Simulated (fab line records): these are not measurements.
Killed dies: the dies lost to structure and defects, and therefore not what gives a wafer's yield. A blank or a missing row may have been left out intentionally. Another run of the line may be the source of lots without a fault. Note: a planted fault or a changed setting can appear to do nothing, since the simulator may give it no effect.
Comparing a struck lot with a sound one :: flow sky130 :: 15 steps out of a route of 708
Sound: these wafers, L799.2, L799.4, L799.5. Wafers struck: L813.2, L813.5, L813.6. Last of all comes the cause.
For every step that has rows: the tool of each side, followed by ch and its chambers, followed by its first start. Under that, the readings that differ: sound wafers :: struck wafers :: difference of the means :: sigmas: that difference in standard deviations of wafers without a fault.
alike: a reading whose means differ by less than 2 such deviations, as well as words and numbers matching on both sides. not compared: withheld readings; readings where some wafer has no value; bounds like >300 that might hide an equal value; numbers whose values overlap and for which the record gives no deviation.
The two part at a step that has a row with sigmas, a row that says differs or no value, or rows on one side only. Non-overlapping numbers with no deviation appear without sigmas and do not part them. A reading that every wafer of one side lacks parts them only if that side has two wafers or more.

first, 4 steps without rows for these wafers: SKY_CONTACT_STRIP_20 (strips in post etch residue remover, time 1200 s); SKY_CONTACT_CLEAN_21 (cleans in IPA, time 180 s); SKY_CONTACT_CLEAN_22 (cleans in O3/DIW); SKY_CONTACT_SPUTTER_23 (material TiN, target thk 20 nm, time 80 s).
SKY_CONTACT_CVD_24: deposits W, target thk 340 nm, time 102.12 s.
  sound on cvdW-01 ch 0,1, day 32 16:43; struck on cvdW-01 ch 0,1, day 37 08:22
  alike: heaterPowerW
SKY_CONTACT_RS_MEAS_25: uses a four-point probe to measure.
  sound on filmMetro-02, day 32 16:50; struck on filmMetro-04, day 37 08:30
  alike: CONTACT_W_RS
SKY_CONTACT_THK_MEAS_26: measures by xrf.
  sound on filmMetro-02, day 32 16:57; struck on filmMetro-04, day 37 08:37
  alike: CONTACT_W_THK
SKY_CONTACT_CMP_27: polishes, stops on SiO2, t overpolish 15 s, target thk 0 nm.
  sound on cmp-02 ch 0,2,3, day 32 17:00; struck on cmp-02 ch 0,1, day 37 08:40
  alike: headPressurePsi, motorCurrentA, overpolishRunS, slurryFlowMlMin, timeToEndpointS
then, 1 step without rows for these wafers: SKY_METAL1_SPUTTER_00 (material Ti, target thk 15 nm, time 10 s).
SKY_METAL1_SPUTTER_01: material TiN, target thk 20 nm, time 16.7 s.
  sound on pvdSputter-01, day 32 17:19; struck on pvdSputter-01, day 37 08:59
  alike: chamberPressurePa, throttleValvePct
SKY_METAL1_SPUTTER_02: material AlCu, target thk 250 nm, time 13.3 s.
  sound on pvdSputter-01, day 32 17:21; struck on pvdSputter-01, day 37 09:01
reading: chamberPressurePa (Pa)
sound: 0.4016 0.4044 0.4007
struck: 0.4002 0.4004 0.4005
difference: -0.0019
sigmas: -2
  alike: throttleValvePct
SKY_METAL1_SPUTTER_03: material Ti, target thk 5 nm, time 3.3 s.
  sound on pvdSputter-01, day 32 17:22; struck on pvdSputter-01, day 37 09:02
  alike: chamberPressurePa, throttleValvePct
SKY_METAL1_SPUTTER_04: material TiN, target thk 70 nm, time 58.3 s.
  sound on pvdSputter-01, day 32 17:23; struck on pvdSputter-01, day 37 09:03
reading: chamberPressurePa (Pa)
sound: 0.4003 0.3984 0.3999
struck: 0.3795 0.3803 0.3794
difference: -0.0198
sigmas: -24
  alike: throttleValvePct
SKY_METAL1_RS_MEAS_05: uses a four-point probe to measure.
  sound on filmMetro-03, day 32 17:28; struck on filmMetro-02, day 37 09:07
  alike: METAL1_ALCU_RS
after that, 1 step had no rows for these wafers: SKY_PAD_OPEN_PROBE_99.

WHERE THEY PART
First at SKY_METAL1_SPUTTER_02; last, within this record, at SKY_METAL1_SPUTTER_04. Later steps at which nothing parts them and some readings are alike: SKY_METAL1_RS_MEAS_05.

WHY: the cause the simulator had injected
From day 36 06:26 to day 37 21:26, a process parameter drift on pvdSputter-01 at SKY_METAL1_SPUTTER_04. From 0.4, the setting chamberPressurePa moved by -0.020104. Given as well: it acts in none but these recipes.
